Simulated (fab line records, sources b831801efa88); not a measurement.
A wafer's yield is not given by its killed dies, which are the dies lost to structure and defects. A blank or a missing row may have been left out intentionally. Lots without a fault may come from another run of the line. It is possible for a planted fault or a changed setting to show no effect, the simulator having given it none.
A struck lot beside a sound one + flow gf180mcu + 43 out of 602 route steps
Sound: the wafers L798.1, L798.3, L798.5. The struck wafers were L812.3, L812.4, L812.5. The cause is named last.
For every step that has rows: the tool of each side, followed by ch and its chambers, followed by its first start. Under that, the readings that differ: sound wafers + struck wafers + difference of the means + sigmas: that difference in standard deviations of wafers without a fault.
alike: same words and numbers on both sides, and readings whose means sit less than 2 such deviations apart. not compared: any withheld reading, any reading some wafer has no value for, any bound like >300 that may hide the same value, and any number with overlapping values for which the record gives no deviation.
The two part at a step that has a row with sigmas, a row that says differs or no value, or rows on one side only. Numbers that have no deviation but don't overlap get no sigmas and don't part them. A reading that every wafer of one side lacks parts them only if that side has two wafers or more.

first, 2 steps without rows for these wafers: GF_NWELL_IMPLANT_08; GF_NWELL_IMPLANT_09.
GF_NWELL_STRIP_10: strips in O2/N2.
  sound on plasma_asher-01 ch 1, day 4 23:52; struck on plasma_asher-02 ch 0,1, day 8 02:19
  alike: drypump_motor_current_A, heater_power_w, oes_product_au, strip_time_to_endpoint_s
  not compared: rf_hours_counter_h
GF_NWELL_TW_MEAS_11:
  struck on film_metro-02, day 8 02:24; sound on film_metro-02, day 4 23:58
  alike: NWELL_TW
then, 7 steps without rows for these wafers: GF_LVPWELL_DEHYDRATE_00 (time 60 s); GF_LVPWELL_HMDS_01 (prime time 60 s); GF_LVPWELL_COAT_02 (resist thk 3000 nm); GF_LVPWELL_SOFTBAKE_03; GF_LVPWELL_EXPOSE_04 (exposes mask LVPWELL, target cd 600 nm); GF_LVPWELL_PEB_05; GF_LVPWELL_DEVELOP_06 (develop time 60 s).
GF_LVPWELL_OVL_MEAS_07:
  struck on overlay-02, day 8 18:13; sound on overlay-02, day 5 13:47
  alike: LVPWELL_OVL
GF_LVPWELL_IMPLANT_08:
  sound on implanter-01 ch 0, day 5 13:50; struck on implanter-01 ch 0, day 8 18:17
| reading                   | sound             | struck         | difference | sigmas |
|---------------------------|-------------------|----------------|------------|--------|
| implant_ion_amu           | 11 11 11          | 31 31 31       | +20        |        |
| model.implant.rp_nm (nm)  | 487.5 487.5 487.5 | 215 215 215    | -272       |        |
| model.implant.drp_nm (nm) | 102.4 102.4 102.4 | 68.9 68.9 68.9 | -33.5      |        |
  alike: tilt_deg
then, 1 step without rows for these wafers: GF_LVPWELL_IMPLANT_09.
GF_LVPWELL_STRIP_10: strips in O2/N2.
  sound on plasma_asher-02 ch 0,1, day 5 14:08; struck on plasma_asher-04 ch 0,1, day 8 18:34
  alike: drypump_motor_current_A, heater_power_w, oes_product_au, strip_time_to_endpoint_s
  not compared: rf_hours_counter_h
GF_LVPWELL_TW_MEAS_11:
  struck on film_metro-02, day 8 18:39; sound on film_metro-01, day 5 14:14
| reading    | sound       | struck         | difference | sigmas      |
|------------|-------------|----------------|------------|-------------|
| LVPWELL_TW | 562 561 561 | 1293 1293 1297 | +733       | +99 or more |
then, 7 steps without rows for these wafers: GF_MVSD_DEHYDRATE_00 (time 60 s); GF_MVSD_HMDS_01 (prime time 60 s); GF_MVSD_COAT_02 (resist thk 3000 nm); GF_MVSD_SOFTBAKE_03; GF_MVSD_EXPOSE_04 (exposes mask MVSD, target cd 1000 nm); GF_MVSD_PEB_05; GF_MVSD_DEVELOP_06 (develop time 60 s).
GF_MVSD_OVL_MEAS_07:
  struck on overlay-02, day 9 12:15; sound on overlay-01, day 6 04:20
  alike: MVSD_OVL
then, 2 steps without rows for these wafers: GF_MVSD_IMPLANT_08; GF_MVSD_IMPLANT_09.
GF_MVSD_STRIP_10: strips in O2/N2.
  sound on plasma_asher-02 ch 0,1, day 6 04:40; struck on plasma_asher-04 ch 0,1, day 9 12:37
  alike: drypump_motor_current_A, heater_power_w, oes_product_au, strip_time_to_endpoint_s
  not compared: rf_hours_counter_h
GF_MVSD_TW_MEAS_11:
  struck on film_metro-01, day 9 12:41; sound on film_metro-01, day 6 04:46
  alike: MVSD_TW
then, 7 steps without rows for these wafers: GF_MVPSD_DEHYDRATE_00 (time 60 s); GF_MVPSD_HMDS_01 (prime time 60 s); GF_MVPSD_COAT_02 (resist thk 3000 nm); GF_MVPSD_SOFTBAKE_03; GF_MVPSD_EXPOSE_04 (exposes mask MVPSD, target cd 1000 nm); GF_MVPSD_PEB_05; GF_MVPSD_DEVELOP_06 (develop time 60 s).
GF_MVPSD_OVL_MEAS_07:
  struck on overlay-02, day 10 06:53; sound on overlay-01, day 6 19:29
  alike: MVPSD_OVL
then, 2 steps without rows for these wafers: GF_MVPSD_IMPLANT_08; GF_MVPSD_IMPLANT_09.
GF_MVPSD_STRIP_10: strips in O2/N2.
  sound on plasma_asher-01 ch 0, day 6 19:50; struck on plasma_asher-04 ch 0,1, day 10 07:14
  alike: drypump_motor_current_A, heater_power_w, oes_product_au, strip_time_to_endpoint_s
  not compared: rf_hours_counter_h
GF_MVPSD_TW_MEAS_11:
  struck on film_metro-01, day 10 07:20; sound on film_metro-02, day 6 19:56
  alike: MVPSD_TW
then, 2 steps without rows for these wafers: GF_VT_IMPLANT_DEHYDRATE_00 (time 60 s); GF_VT_IMPLANT_HMDS_01 (prime time 60 s).
-- the record jumps here: 3 days lie between the struck wafers' starts before and after --
GF_VT_IMPLANT_RS_MEAS_48: measures by four-point-probe.
  struck on film_metro-01, day 13 13:07; sound on film_metro-02, day 9 16:34
| reading             | sound                | struck | difference                    | sigmas |
|---------------------|----------------------|--------|-------------------------------|--------|
| LVPWELL_RS (ohm/sq) | 1193.5 1195.6 1194.6 | - - -  | no value on the struck wafers |        |

== WHERE THEY PART ==
First at GF_LVPWELL_TW_MEAS_11; last, within this record, at GF_VT_IMPLANT_RS_MEAS_48.

WHY: what the simulator had put in
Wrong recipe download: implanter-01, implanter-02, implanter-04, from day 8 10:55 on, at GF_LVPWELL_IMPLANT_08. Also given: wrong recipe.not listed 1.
